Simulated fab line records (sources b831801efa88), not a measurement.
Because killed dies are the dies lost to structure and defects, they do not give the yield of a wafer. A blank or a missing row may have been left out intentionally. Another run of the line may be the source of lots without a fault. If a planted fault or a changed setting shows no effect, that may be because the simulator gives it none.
fab line records    flow sky130
record lots=5  wafers=15  last_day=50
route steps=708 shown LDD_LDN@292 SPACER@304 POLY_CUT@307 SD_P@320 RES_XHIGH@332 SALICIDE@361 PAD_OPEN@708
lots that met no fault: from a run of the same line without faults
start_h: start of the lot's first displayed wafer, in hours after the record's first day    wait_h: time in hours since the lot's previous step    " identical to the entry in the row above    L1.1+2: a row that stands for several wafers    - value missing, or start not given    * or withheld: withheld    < > ~ a bound
route shown NAME@n: NAME is a module with steps in the file, n the number in the route of the first one    usual: mean/standard deviation of fault-free wafers    same: alike in all rows    chamber/n: place in a boat    sites: readings site by site    _std_site: standard deviation of those values    _edge_site: the outer-site mean with the inner-site mean subtracted    radius_mm: for every site, how far away it sits from the centre of the wafer    mask NAME#n: copy n    behind: the tool/chamber that last shaped the wafer    hold: the reason the lot was held/the length of the hold in hours/how it ended    device: names the non-switching transistor (n, p or np)    end of line: tests of these same wafers at the route's end    step lacking rows: just its recipe    killed: at the first sort, the dies lost to defects and structure; wafer yield is something else    map: dies across one wafer; x = killed, . = not, _ = none there
set.NAME: the setting that was run; set.NAME@STEP: the one run at that earlier step    model.NAME: the simulator's own value behind a step, which no gauge read
lots at selected steps of the route; one table per step, one row per wafer
services: from which hour (start_h, from the record's first day; less than 0 if before it) a tool's chamber was out of use, for how many hours, and why
## steps
# step SKY_LDD_LDN_SOFTBAKE_03
# recipe temp_c=90  time_s=60  resist=NOVOLAK
# step SKY_LDD_LDN_EXPOSE_04
# recipe mask_id=LDNTM  na=0.6  source_shape=conventional  sigma_outer=0.6  polarization=unpolarized  target_cd_nm=700  dose_mj=140
# step SKY_LDD_LDN_PEB_05
# recipe temp_c=withheld  time_s=*  resist=NOVOLAK
# step SKY_LDD_LDN_DEVELOP_06
# recipe resist=NOVOLAK  developer=TMAH  develop_time_s=60  dev_temp_c=23
# step SKY_LDD_LDN_OVL_MEAS_07
# usual LDD_LDN_OVL=-0.8/1.5
lot.wafer  tool        chamber  start_h  wait_h  LDD_LDN_OVL[nm]
L185.2     overlay-01  -        559.39   0.1     -3.5
L185.3     "           -        "        "       -2.6
L185.5     "           -        "        "       -1.4
L193.1     overlay-01  -        622.04   0.1     -0.2
L193.4     "           -        "        "       0.7
L193.6     "           -        "        "       -0.6
L196.2     overlay-01  -        650.30   0.1     0.9
L196.4     "           -        "        "       0.2
L196.5     "           -        "        "       0.3
L205.2     overlay-02  -        718.91   0.1     -1.9
L205.3     "           -        "        "       -1.4
L205.6     "           -        "        "       -1.3
L204.4     overlay-01  -        722.29   0.1     -0.8
L204.5     "           -        "        "       -2.0
L204.6     "           -        "        "       -0.2
# step SKY_LDD_LDN_IMPLANT_08
# recipe species=As  energy_kev=15  dose_cm2=1.25e+13  tilt_deg=withheld  rotation_deg=23
# step SKY_LDD_LDN_IMPLANT_09
# recipe species=As  energy_kev=15  dose_cm2=1.25e+13  tilt_deg=withheld  rotation_deg=113
# step SKY_LDD_LDN_IMPLANT_10
# recipe species=As  energy_kev=15  dose_cm2=1.25e+13  tilt_deg=withheld  rotation_deg=203
# step SKY_LDD_LDN_IMPLANT_11
# recipe species=As  energy_kev=15  dose_cm2=1.25e+13  tilt_deg=withheld  rotation_deg=293
# step SKY_LDD_LDN_STRIP_12
# recipe chemistry=O2/N2  power_w=1400  pressure_mtorr=1500  platen_temp_c=withheld  o2_flow_sccm=3000  n2_flow_sccm=300  overash_fraction=0.5
# usual drypump_motor_current_A=5.8/0.51  n2_flow_sccm=299.8/1  o2_flow_sccm=3000/10  oes_product_au=0.716/0.0051  strip_time_to_endpoint_s=14.16/0.043
# same overash_fraction=0.5
lot.wafer  tool             chamber  start_h  wait_h  drypump_motor_current_A  n2_flow_sccm  o2_flow_sccm  oes_product_au  rf_hours_counter_h  strip_time_to_endpoint_s
L185.2     plasma_asher-01  1        560.02   0.1     5.7                      299.7         3005          0.725           13                  14.14
L185.3     "                0        "        "       6.1                      299.8         3005          0.727           -                   14.17
L185.5     "                1        "        "       5.7                      300.4         3009          0.708           -                   14.13
L193.1     plasma_asher-04  0        622.67   0.1     6.6                      300.4         2997          0.715           51                  14.19
L193.4     "                1        "        "       5.5                      299.7         2999          0.712           -                   14.12
L193.6     "                0        "        "       6.6                      299.8         2994          0.714           -                   14.18
L196.2     plasma_asher-04  1        650.93   0.1     5.5                      297.6         3007          0.722           54                  14.20
L196.4     "                1        "        "       5.5                      298.6         3018          0.711           -                   14.26
L196.5     "                0        "        "       6.6                      300.8         2998          0.722           -                   14.22
L205.2     plasma_asher-04  1        719.54   0.1     5.5                      300.0         3005          0.710           60                  14.20
L205.3     "                1        "        "       5.5                      299.7         3008          0.720           -                   14.19
L205.6     "                1        "        "       5.5                      299.2         2993          0.726           -                   14.15
L204.4     plasma_asher-02  0        722.95   0.1     4.9                      299.0         2994          0.708           -                   14.20
L204.5     "                0        "        "       4.9                      300.4         2993          0.713           -                   14.20
L204.6     "                1        "        "       6.1                      300.3         2987          0.711           -                   14.14
# step SKY_LDD_LDN_TW_MEAS_13
# usual LDD_LDN_TW=1477/14
lot.wafer  tool           chamber  start_h  wait_h  LDD_LDN_TW
L185.2     film_metro-02  -        560.13   0.1     1496
L185.3     "              -        "        "       1486
L185.5     "              -        "        "       1493
L193.1     film_metro-02  -        622.77   0.1     1495
L193.4     "              -        "        "       1493
L193.6     "              -        "        "       1485
L196.2     film_metro-04  -        651.04   0.1     1459
L196.4     "              -        "        "       1459
L196.5     "              -        "        "       1463
L205.2     film_metro-02  -        719.65   0.1     1484
L205.3     "              -        "        "       1492
L205.6     "              -        "        "       1489
L204.4     film_metro-02  -        723.04   0.1     1484
L204.5     "              -        "        "       1493
L204.6     "              -        "        "       1487
# step SKY_LDD_LDN_CLEAN_14
# recipe chemistry=SC1/SC2  mix=1:4:20  temp_c=70  time_s=150  dry=n2_spin
# step SKY_SPACER_CVD_00
# recipe material=Si3N4  precursor=DCS/NH3  target_thk_nm=43.1  temp_c=770  time_s=740  pressure_mtorr=250
# usual spike_tc_centre_C=771.1/1.4  zone_power_centre_pct=13.9/0.63  zone_power_lower_pct=12.2/0.41
lot.wafer  tool      chamber  start_h  wait_h  spike_tc_centre_C  zone_power_centre_pct  zone_power_lower_pct  model.Si3N4_of_SPACER_CVD_00.thk_nm
L185.2     lpcvd-02  0        560.54   0.3     767.6              13.0                   11.6                  42.42
L185.3     "         0        "        "       771.4              13.3                   11.5                  43.26
L185.5     "         0        "        "       768.5              13.3                   11.9                  43.04
L193.1     lpcvd-02  1        622.89   0.0     773.0              14.5                   12.4                  43.8
L193.4     "         1        "        "       771.0              14.2                   12.3                  43.55
L193.6     "         1        "        "       771.9              14.3                   12.5                  43.69
L196.2     lpcvd-02  0        651.14   0.0     784.0              16.6                   10.2                  44.98
L196.4     "         0        "        "       784.2              16.6                   10.0                  44.18
L196.5     "         0        "        "       782.8              16.2                   10.2                  43.86
L205.2     lpcvd-02  1        720.45   0.7     772.8              14.6                   12.7                  42.99
L205.3     "         1        "        "       771.0              14.4                   12.3                  42.77
L205.6     "         1        "        "       772.6              14.4                   12.5                  43.39
L204.4     lpcvd-02  1        723.12   0.0     770.9              14.7                   12.6                  42.7
L204.5     "         1        "        "       772.7              14.6                   12.7                  43.06
L204.6     "         1        "        "       771.0              14.3                   12.7                  43.16
# step SKY_SPACER_THK_MEAS_01
# recipe reads=Si3N4_of_SPACER_CVD_00
# usual SPACER_CVD_00_THK=43.0/0.36
lot.wafer  tool           chamber  start_h  wait_h  hold                      SPACER_CVD_00_THK[nm]
L185.2     film_metro-01  -        561.75   0.0     -                         42.4
L185.3     "              -        "        "       -                         43.2
L185.5     "              -        "        "       -                         43.1
L193.1     film_metro-04  -        624.09   0.0     -                         43.8
L193.4     "              -        "        "       -                         43.5
L193.6     "              -        "        "       -                         43.7
L196.2     film_metro-01  -        652.36   0.0     await_dispo/0.2h/release  44.9
L196.4     "              -        "        "       await_dispo/0.2h/release  44.2
L196.5     "              -        "        "       await_dispo/0.2h/release  43.8
L196.2     film_metro-01  -        652.59   0.2     -                         45.0
L196.4     "              -        "        "       -                         44.2
L196.5     "              -        "        "       -                         43.9
L205.2     film_metro-01  -        721.67   0.0     -                         43.0
L205.3     "              -        "        "       -                         42.8
L205.6     "              -        "        "       -                         43.3
L204.4     film_metro-03  -        724.36   0.0     -                         42.7
L204.5     "              -        "        "       -                         43.0
L204.6     "              -        "        "       -                         43.2
# step SKY_SPACER_ETCHBACK_02
# recipe chemistry=CH3F/O2  target=Si3N4  stop_on=SiO2  source_w=400  bias_w=80  pressure_mtorr=25  ch3f_flow_sccm=40  O2_flow_sccm=30  time_s=46.7  target_depth_a=450
# usual drypump_motor_current_A=5.6/0.45  oes_product_au=0.853/0.0059  throttle_valve_pct=10.561/0.0086
lot.wafer  tool         chamber  start_h  wait_h  hold                      drypump_motor_current_A  oes_product_au  rf_hours_counter_h  throttle_valve_pct  model.etch.depth_nm
L185.2     rie_diel-02  1        561.80   0.0     -                         5.9                      0.847           37                  10.553              42.42
L185.3     "            3        "        "       -                         6.3                      0.857           46                  10.563              43.26
L185.5     "            0        "        "       -                         4.9                      0.854           -                   10.559              43.04
L193.1     rie_diel-01  0        624.15   0.1     -                         5.6                      0.867           31                  10.567              43.8
L193.4     "            1        "        "       -                         5.4                      0.855           42                  10.570              43.55
L193.6     "            2        "        "       -                         5.9                      0.859           -                   10.559              43.69
L196.2     rie_diel-03  3        654.86   2.3     await_dispo/2.2h/release  5.1                      0.876           4                   10.576              44.98
L196.4     "            3        "        "       await_dispo/2.2h/release  5.1                      0.860           -                   10.545              44.18
L196.5     "            0        "        "       await_dispo/2.2h/release  5.6                      0.865           -                   10.567              43.86
L205.2     rie_diel-01  0        721.72   0.0     -                         5.6                      0.848           33                  10.566              42.99
L205.3     "            1        "        "       -                         5.4                      0.846           44                  10.550              42.77
L205.6     "            1        "        "       -                         5.4                      0.853           -                   10.564              43.39
L204.4     rie_diel-01  2        724.39   0.0     -                         5.9                      0.842           5                   10.569              42.7
L204.5     "            0        "        "       -                         5.6                      0.849           -                   10.563              43.06
L204.6     "            3        "        "       -                         6.0                      0.857           -                   10.575              43.16
# step SKY_POLY_CUT_DEHYDRATE_00
# recipe temp_c=200  time_s=60
# step SKY_POLY_CUT_HMDS_01
# recipe prime_time_s=60  prime_temp_c=120
# step SKY_POLY_CUT_COAT_02
# recipe resist=BARC  temp_c=withheld  time_s=withheld  spin_rpm=3000  resist_thk_nm=60
# step SKY_POLY_CUT_COAT_03
# recipe resist=KrF-thick  spin_rpm=3000  resist_thk_nm=450
# step SKY_POLY_CUT_SOFTBAKE_04
# recipe temp_c=100  time_s=90  resist=KrF-thick
# step SKY_POLY_CUT_EXPOSE_05
# recipe mask_id=NPCM  na=0.8  source_shape=annular  sigma_inner=0.55  sigma_outer=0.85  target_cd_nm=270  dose_mj=32
# step SKY_POLY_CUT_PEB_06
# recipe peb_temp_c=withheld  peb_time_s=withheld  resist=KrF-thick
# step SKY_POLY_CUT_DEVELOP_07
# recipe develop_time_s=60  resist=KrF-thick  dev_temp_c=21
# step SKY_POLY_CUT_CD_MEAS_08
# recipe target_cd_nm=270
# usual cd_nm=270.0/1.3
lot.wafer  tool       chamber  start_h  wait_h  cd_nm
L185.2     cd_sem-02  -        590.96   -       271.0
L185.3     "          -        "        "       271.9
L185.5     "          -        "        "       271.5
L193.1     cd_sem-01  -        652.49   -       270.4
L193.4     "          -        "        "       271.4
L193.6     "          -        "        "       270.9
L196.2     cd_sem-02  -        681.36   -       269.5
L196.4     "          -        "        "       269.5
L196.5     "          -        "        "       268.9
L205.2     cd_sem-02  -        748.78   -       271.7
L205.3     "          -        "        "       271.2
L205.6     "          -        "        "       270.8
L204.4     cd_sem-01  -        752.21   -       268.8
L204.5     "          -        "        "       269.8
L204.6     "          -        "        "       268.8
# step SKY_POLY_CUT_OVL_MEAS_09
# usual POLY_CUT_OVL=2/5
lot.wafer  tool        chamber  start_h  wait_h  POLY_CUT_OVL[nm]
L185.2     overlay-01  -        591.06   0.1     -2
L185.3     "           -        "        "       -4
L185.5     "           -        "        "       -3
L193.1     overlay-01  -        652.61   0.1     6
L193.4     "           -        "        "       7
L193.6     "           -        "        "       10
L196.2     overlay-01  -        681.46   0.1     -2
L196.4     "           -        "        "       -4
L196.5     "           -        "        "       3
L205.2     overlay-02  -        748.88   0.1     -3
L205.3     "           -        "        "       -3
L205.6     "           -        "        "       0
L204.4     overlay-02  -        752.29   0.1     0
L204.5     "           -        "        "       5
L204.6     "           -        "        "       9
# step SKY_POLY_CUT_ETCH_10
# recipe chemistry=N2/H2  target=BARC  ion_energy_ev=200  source_w=500  bias_w=100  pressure_mtorr=30  n2_flow_sccm=100  h2_flow_sccm=200  stop_on=SiO2  time_s=45.9  target_depth_a=600
# usual drypump_motor_current_A=5.7/0.35  h2_flow_sccm=200.1/0.63  n2_flow_sccm=100.01/0.28  oes_product_au=0.855/0.0044  throttle_valve_pct=13.225/0.0099
lot.wafer  tool         chamber  start_h  wait_h  drypump_motor_current_A  h2_flow_sccm  n2_flow_sccm  oes_product_au  rf_hours_counter_h  throttle_valve_pct
L185.2     rie_diel-01  0        591.09   0.0     5.6                      199.6         99.81         0.853           31                  13.231
L185.3     "            1        "        "       5.4                      199.9         100.44        0.860           41                  13.238
L185.5     "            3        "        "       6.0                      199.7         100.17        0.857           -                   13.212
L193.1     rie_diel-04  0        652.64   0.0     5.5                      201.0         100.09        0.851           0                   13.229
L193.4     "            1        "        "       5.8                      201.1         99.77         0.855           -                   13.217
L193.6     "            0        "        "       5.5                      200.7         99.79         0.859           -                   13.234
L196.2     rie_diel-04  3        681.49   0.0     5.8                      199.5         99.66         0.853           0                   13.216
L196.4     "            0        "        "       5.6                      199.9         100.23        0.845           1                   13.227
L196.5     "            1        "        "       5.7                      201.4         99.90         0.856           -                   13.215
L205.2     rie_diel-03  2        748.91   0.0     6.3                      199.8         100.03        0.853           10                  13.199
L205.3     "            0        "        "       5.6                      199.9         99.98         0.856           15                  13.235
L205.6     "            1        "        "       5.2                      199.6         100.61        0.859           -                   13.216
L204.4     rie_diel-04  2        752.33   0.0     6.0                      199.9         100.62        0.856           -                   13.234
L204.5     "            1        "        "       5.8                      199.8         99.90         0.852           -                   13.199
L204.6     "            0        "        "       5.5                      200.2         100.26        0.858           -                   13.217
# step SKY_POLY_CUT_ETCH_11
# recipe target=Si3N4  chemistry=CF4/CH2F2/Ar  stop_on=poly-Si  source_w=600  bias_w=150  pressure_mtorr=40  cf4_flow_sccm=40  ch2f2_flow_sccm=20  Ar_flow_sccm=150  time_s=42.5  target_depth_a=600
# usual cf4_flow_sccm=40.01/0.12  ch2f2_flow_sccm=20.01/0.056  drypump_motor_current_A=5.7/0.35  oes_product_au=0.828/0.0064  throttle_valve_pct=14.994/0.0094
lot.wafer  tool         chamber  start_h  wait_h  cf4_flow_sccm  ch2f2_flow_sccm  drypump_motor_current_A  oes_product_au  rf_hours_counter_h  throttle_valve_pct
L185.2     rie_diel-01  0        591.13   0.0     40.24          20.05            5.6                      0.826           31                  15.011
L185.3     "            1        "        "       39.95          19.99            5.4                      0.831           41                  14.995
L185.5     "            3        "        "       39.92          19.96            5.9                      0.836           -                   14.993
L193.1     rie_diel-04  0        652.71   0.0     39.96          19.94            5.5                      0.834           0                   14.994
L193.4     "            1        "        "       39.88          20.00            5.8                      0.827           -                   15.003
L193.6     "            0        "        "       39.95          19.93            5.6                      0.825           -                   14.990
L196.2     rie_diel-04  3        681.53   0.0     40.07          20.01            5.8                      0.817           0                   15.004
L196.4     "            0        "        "       40.16          20.13            5.5                      0.833           1                   14.991
L196.5     "            1        "        "       39.93          20.07            5.8                      0.834           -                   14.995
L205.2     rie_diel-03  2        748.95   0.0     40.00          19.88            6.3                      0.832           10                  15.003
L205.3     "            0        "        "       40.05          19.95            5.6                      0.830           15                  14.984
L205.6     "            1        "        "       39.96          20.00            5.2                      0.826           -                   14.988
L204.4     rie_diel-04  2        752.37   0.0     39.95          20.07            6.0                      0.815           -                   14.987
L204.5     "            1        "        "       40.11          19.90            5.7                      0.824           -                   15.009
L204.6     "            0        "        "       40.05          20.05            5.5                      0.823           -                   14.997
# step SKY_POLY_CUT_STRIP_12
# recipe chemistry=O2/N2  power_w=1400  pressure_mtorr=1500  platen_temp_c=withheld  o2_flow_sccm=3000  n2_flow_sccm=300  overash_fraction=0.5
# usual drypump_motor_current_A=5.5/0.44  n2_flow_sccm=300.1/0.89  o2_flow_sccm=3001/9.7  oes_product_au=0.452/0.0045  strip_time_to_endpoint_s=5.353/0.02
# same overash_fraction=0.5
lot.wafer  tool             chamber  start_h  wait_h  drypump_motor_current_A  n2_flow_sccm  o2_flow_sccm  oes_product_au  rf_hours_counter_h  strip_time_to_endpoint_s
L185.2     plasma_asher-02  1        591.17   0.0     6.2                      300.0         3009          0.447           77                  5.341
L185.3     "                1        "        "       6.2                      299.7         2997          0.450           -                   5.311
L185.5     "                1        "        "       6.1                      299.6         3022          0.454           -                   5.313
L193.1     plasma_asher-02  1        652.77   0.0     6.2                      301.1         2997          0.449           83                  5.361
L193.4     "                0        "        "       4.9                      301.3         3004          0.446           -                   5.347
L193.6     "                1        "        "       6.2                      299.9         2990          0.452           -                   5.348
L196.2     plasma_asher-03  0        681.57   0.0     5.3                      300.4         3012          0.452           93                  5.370
L196.4     "                0        "        "       5.3                      300.1         2996          0.453           -                   5.359
L196.5     "                0        "        "       5.3                      298.9         3013          0.448           -                   5.351
L205.2     plasma_asher-03  0        748.99   0.0     5.3                      300.4         2998          0.450           0                   5.312
L205.3     "                0        "        "       5.3                      300.5         3002          0.460           -                   5.370
L205.6     "                0        "        "       5.3                      299.4         3001          0.450           -                   5.388
L204.4     plasma_asher-02  0        752.42   0.0     4.9                      299.3         3006          0.457           -                   5.377
L204.5     "                0        "        "       4.9                      300.3         3013          0.457           -                   5.385
L204.6     "                1        "        "       6.2                      299.1         3012          0.454           -                   5.367
# step SKY_SD_P_DEHYDRATE_00
# recipe temp_c=200  time_s=60
# step SKY_SD_P_HMDS_01
# recipe prime_time_s=60  prime_temp_c=120
# step SKY_SD_P_COAT_02
# recipe resist=NOVOLAK  spin_rpm=3000  resist_thk_nm=1140
# step SKY_SD_P_SOFTBAKE_03
# recipe temp_c=90  time_s=60  resist=NOVOLAK
# step SKY_SD_P_EXPOSE_04
# recipe mask_id=PSDM  na=0.6  source_shape=conventional  sigma_outer=0.6  polarization=unpolarized  target_cd_nm=380  dose_mj=138
# step SKY_SD_P_PEB_05
# recipe temp_c=withheld  time_s=*  resist=NOVOLAK
# step SKY_SD_P_DEVELOP_06
# recipe resist=NOVOLAK  developer=TMAH  develop_time_s=60  dev_temp_c=23
# step SKY_SD_P_CD_MEAS_07
# recipe target_cd_nm=380
# usual cd_nm=379.9/2
lot.wafer  tool       chamber  start_h  wait_h  cd_nm
L185.2     cd_sem-02  -        620.68   0.1     381.2
L185.3     "          -        "        "       381.0
L185.5     "          -        "        "       381.5
L193.1     cd_sem-02  -        681.06   0.1     381.0
L193.4     "          -        "        "       381.2
L193.6     "          -        "        "       381.9
L196.2     cd_sem-02  -        709.61   0.1     380.7
L196.4     "          -        "        "       379.2
L196.5     "          -        "        "       379.5
L205.2     cd_sem-02  -        775.51   0.1     375.2
L205.3     "          -        "        "       379.2
L205.6     "          -        "        "       379.0
L204.4     cd_sem-01  -        779.60   0.1     379.6
L204.5     "          -        "        "       380.8
L204.6     "          -        "        "       380.9
# step SKY_SD_P_OVL_MEAS_08
# usual SD_P_OVL=0.8/1.3
lot.wafer  tool        chamber  start_h  wait_h  SD_P_OVL[nm]
L185.2     overlay-02  -        620.78   0.1     3.2
L185.3     "           -        "        "       -0.8
L185.5     "           -        "        "       0.4
L193.1     overlay-01  -        681.18   0.1     0.7
L193.4     "           -        "        "       1.8
L193.6     "           -        "        "       1.2
L196.2     overlay-02  -        709.71   0.1     1.3
L196.4     "           -        "        "       0.6
L196.5     "           -        "        "       0.5
L205.2     overlay-02  -        775.61   0.1     -1.2
L205.3     "           -        "        "       1.2
L205.6     "           -        "        "       0.1
L204.4     overlay-01  -        779.67   0.1     -0.8
L204.5     "           -        "        "       -0.1
L204.6     "           -        "        "       0.7
# step SKY_SD_P_IMPLANT_09
# recipe species=BF2  energy_kev=20  dose_cm2=3e+15  tilt_deg=0
# step SKY_SD_P_STRIP_10
# recipe chemistry=O2/N2  power_w=1400  pressure_mtorr=1500  platen_temp_c=withheld  o2_flow_sccm=3000  n2_flow_sccm=300  overash_fraction=0.5
# usual drypump_motor_current_A=5.6/0.57  n2_flow_sccm=299.9/0.87  o2_flow_sccm=3000/10  oes_product_au=0.618/0.0045  strip_time_to_endpoint_s=17.48/0.036
# same overash_fraction=0.5
lot.wafer  tool             chamber  start_h  wait_h  drypump_motor_current_A  n2_flow_sccm  o2_flow_sccm  oes_product_au  rf_hours_counter_h  strip_time_to_endpoint_s
L185.2     plasma_asher-03  1        620.96   0.1     5.3                      301.4         3035          0.612           87                  17.46
L185.3     "                0        "        "       5.3                      298.9         3008          0.614           -                   17.48
L185.5     "                0        "        "       5.2                      298.3         3015          0.620           -                   17.46
L193.1     plasma_asher-04  0        681.36   0.1     6.6                      300.3         2993          0.629           57                  17.53
L193.4     "                1        "        "       5.5                      298.9         2990          0.621           -                   17.55
L193.6     "                1        "        "       5.5                      299.9         3000          0.626           -                   17.53
L196.2     plasma_asher-03  0        709.89   0.1     5.3                      300.0         3010          0.617           96                  17.51
L196.4     "                0        "        "       5.3                      301.1         3020          0.610           -                   17.46
L196.5     "                0        "        "       5.3                      299.8         3024          0.612           -                   17.52
L205.2     plasma_asher-03  1        775.79   0.1     5.2                      300.0         2992          0.615           3                   17.53
L205.3     "                1        "        "       5.2                      300.4         2997          0.619           -                   17.50
L205.6     "                0        "        "       5.3                      300.3         3019          0.616           -                   17.45
L204.4     plasma_asher-03  0        779.88   0.1     5.3                      301.5         2992          0.614           -                   17.49
L204.5     "                0        "        "       5.3                      299.5         3001          0.614           -                   17.51
L204.6     "                1        "        "       5.3                      299.6         2999          0.616           -                   17.46
# step SKY_SD_P_TW_MEAS_11
# usual SD_P_TW=2826/27
lot.wafer  tool           chamber  start_h  wait_h  SD_P_TW
L185.2     film_metro-04  -        621.07   0.1     2785
L185.3     "              -        "        "       2796
L185.5     "              -        "        "       2790
L193.1     film_metro-02  -        681.46   0.1     2855
L193.4     "              -        "        "       2850
L193.6     "              -        "        "       2862
L196.2     film_metro-02  -        710.00   0.1     2840
L196.4     "              -        "        "       2828
L196.5     "              -        "        "       2845
L205.2     film_metro-04  -        775.90   0.1     2792
L205.3     "              -        "        "       2793
L205.6     "              -        "        "       2794
L204.4     film_metro-02  -        779.97   0.1     2861
L204.5     "              -        "        "       2854
L204.6     "              -        "        "       2857
# step SKY_RES_XHIGH_DEHYDRATE_00
# recipe temp_c=200  time_s=60
# step SKY_RES_XHIGH_HMDS_01
# recipe prime_time_s=60  prime_temp_c=120
# step SKY_SALICIDE_CLEAN_00
# recipe chemistry=HF-last  time_s=30  dilution=100:1  dry=ipa_marangoni
lot.wafer  tool          chamber  start_h  wait_h  model.Si3N4_of_SPACER_CVD_00.thk_nm
L185.2     wet_bench-04  1        678.79   0.1     41.45
L185.3     "             1        "        "       42.29
L185.5     "             1        "        "       42.07
L193.1     wet_bench-04  0        738.65   0.1     42.83
L193.4     "             0        "        "       42.58
L193.6     "             0        "        "       42.72
L196.2     wet_bench-04  0        767.28   0.1     44
L196.4     "             0        "        "       43.2
L196.5     "             0        "        "       42.88
L205.2     wet_bench-02  1        830.18   0.1     42.02
L205.3     "             1        "        "       41.8
L205.6     "             1        "        "       42.41
L204.4     wet_bench-01  1        833.89   0.0     41.73
L204.5     "             1        "        "       42.08
L204.6     "             1        "        "       42.18
# step SKY_PAD_OPEN_PROBE_99
# usual killed_at_M0_to_M3=43/6.7  killed_at_M4_up=3.1/1.9  killed_at_contacts=25/5  killed_at_front_end=15/4  killed_at_other=0.4/0.69  killed_dies=87/9.2  killed_open=46/7.1  killed_short=40/6.8
# same gross_dies=492  killed_at_back_side=0
lot.wafer  tool       chamber  start_h  wait_h  killed_at_M0_to_M3  killed_at_M4_up  killed_at_contacts  killed_at_front_end  killed_at_other  killed_dies  killed_open  killed_short
L185.2     prober-01  -        1101.84  0.1     33                  2                30                  12                   0                77           38           37
L185.3     prober-01  -        1101.89  0.2     48                  1                23                  7                    0                79           37           42
L185.5     prober-01  -        1101.99  0.2     47                  2                22                  15                   0                86           39           47
L193.1     prober-02  -        1142.92  0.1     40                  3                22                  23                   1                89           49           40
L193.4     prober-02  -        1143.07  0.2     42                  2                19                  18                   0                81           57           23
L193.6     prober-02  -        1143.17  0.2     38                  2                25                  16                   0                81           46           35
L196.2     prober-02  -        1161.53  0.1     47                  3                20                  18                   0                88           49           39
L196.4     prober-02  -        1161.63  0.2     43                  3                26                  14                   1                87           36           50
L196.5     prober-02  -        1161.68  0.2     52                  3                21                  25                   0                101          60           41
# killed by level:class
L185.2 CONTACT:geometric_particle:open=10 LOCAL_INTERCONNECT:geometric_particle:short=8 LI_CONTACT:geometric_particle:open=7 METAL1:geometric_particle:short=5 VIA3:geometric_particle:open=4 METAL2:geometric_particle:short=4 VIA2:geometric_particle:open=4 FIELD_ISO:geometric_particle:short=3
L185.3 VIA1:geometric_particle:open=9 LI_CONTACT:geometric_particle:open=8 VIA2:geometric_particle:open=7 CONTACT:geometric_particle:short=6 METAL1:geometric_particle:short=6 VIA1:geometric_particle:short=6 VIA2:geometric_particle:short=5 CONTACT:geometric_particle:open=5
L185.5 CONTACT:geometric_particle:open=11 METAL1:geometric_particle:short=8 METAL2:geometric_particle:short=8 VIA1:geometric_particle:short=7 VIA2:geometric_particle:open=5 FIELD_ISO:geometric_particle:open=4 FIELD_ISO:geometric_particle:short=4 POLY_GATE:geometric_particle:short=4
L193.1 LOCAL_INTERCONNECT:geometric_particle:short=7 VIA1:geometric_particle:open=7 VIA2:geometric_particle:open=7 VIA3:geometric_particle:open=7 FIELD_ISO:geometric_particle:short=6 POLY_GATE:geometric_particle:short=6 LI_CONTACT:geometric_particle:open=6 FIELD_ISO:geometric_particle:open=5
L193.4 VIA1:geometric_particle:open=12 VIA3:geometric_particle:open=10 FIELD_ISO:geometric_particle:open=8 CONTACT:geometric_particle:open=8 VIA2:geometric_particle:open=6 LI_CONTACT:geometric_particle:open=4 LOCAL_INTERCONNECT:geometric_particle:short=4 FIELD_ISO:geometric_particle:short=3
L193.6 CONTACT:geometric_particle:open=12 VIA1:geometric_particle:open=10 METAL1:geometric_particle:short=6 FIELD_ISO:geometric_particle:short=5 VIA2:geometric_particle:open=5 FIELD_ISO:geometric_particle:open=4 POLY_GATE:geometric_particle:short=4 LI_CONTACT:geometric_particle:open=4
L196.2 VIA1:geometric_particle:open=8 METAL1:geometric_particle:short=8 VIA2:geometric_particle:open=8 CONTACT:geometric_particle:open=7 FIELD_ISO:geometric_particle:open=6 VIA2:geometric_particle:short=6 LI_CONTACT:geometric_particle:open=5 VIA1:geometric_particle:short=5
L196.4 METAL1:geometric_particle:short=12 VIA1:geometric_particle:open=9 CONTACT:geometric_particle:open=8 FIELD_ISO:geometric_particle:short=6 LOCAL_INTERCONNECT:geometric_particle:short=6 CONTACT:geometric_particle:short=6 VIA1:geometric_particle:short=5 VIA3:geometric_particle:open=5
L196.5 VIA1:geometric_particle:open=15 CONTACT:geometric_particle:open=9 FIELD_ISO:geometric_particle:open=8 METAL1:geometric_particle:short=7 CONTACT:geometric_particle:short=6 VIA2:geometric_particle:open=6 VIA3:geometric_particle:short=5 POLY_GATE:geometric_particle:short=4
## services
tool             chamber  start_h  hours  kind
rie_diel-01      1        539.25   8.4    repair
rie_diel-01      3        550.13   6.4    repair
plasma_asher-02  -        587.27   1.8    repair
plasma_asher-03  -        604.10   2.8    pm
rie_diel-03      1        609.17   4.8    repair
rie_diel-04      3        649.94   4.7    repair
plasma_asher-04  -        654.22   2.8    pm
rie_diel-01      3        674.53   6.9    repair
rie_diel-01      0        680.12   9.9    repair
rie_diel-01      -        714.24   5.7    repair
plasma_asher-03  -        717.84   0.6    repair
rie_diel-04      0        720.72   6.9    repair
rie_diel-01      0        728.48   3.9    repair
plasma_asher-03  -        733.75   9.0    pm
rie_diel-01      0        738.54   7.4    repair
plasma_asher-03  -        745.64   1.0    repair
rie_diel-04      -        746.43   0.2    repair
rie_diel-04      3        751.60   4.7    repair
lpcvd-02         -        752.16   2.8    pm
rie_diel-01      2        772.10   7.7    repair
rie_diel-04      -        775.82   1.0    repair
plasma_asher-04  -        778.82   2.6    repair
rie_diel-01      0        791.59   8.7    repair
plasma_asher-03  -        823.44   1.9    repair
## key
first_sign step=SKY_SPACER_CVD_00  reading=spike_tc_centre_C  direction=up  sigmas=9.3  usual=771.1  struck=783.7
effect step=SKY_SPACER_CVD_00  reading=zone_power_lower_pct  direction=down  sigmas=4.9  usual=12.2  struck=10.1
effect step=SKY_SPACER_THK_MEAS_01  reading=visit  direction=added
model_effect step=SKY_SPACER_CVD_00  value=Si3N4_of_SPACER_CVD_00.thk_nm  without=42.6  struck=44.34
model_effect step=SKY_SPACER_ETCHBACK_02  value=etch.depth_nm  without=42.6  struck=44.34
model_effect step=SKY_SALICIDE_CLEAN_00  value=Si3N4_of_SPACER_CVD_00.thk_nm  without=41.62  struck=43.36
met_at SKY_SPACER_CVD_00
struck_wafers L196.2,L196.4,L196.5
tester_left_out L196
onset_between 560.54 651.14
fault kind=process_parameter_drift  tool=lpcvd-02  chamber=0  onset_h=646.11  steps=SKY_SPACER_CVD_00  channel=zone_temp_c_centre  offset=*  shape=step  end_h=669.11
# tester_left_out: of these lots the tester's yield and bins aren't shown, on N5 and GAA mostly nor the transistor test; their killed dies are dies lost to structure and defects alone, not to doping, threshold or leakage, so they don't give the yield
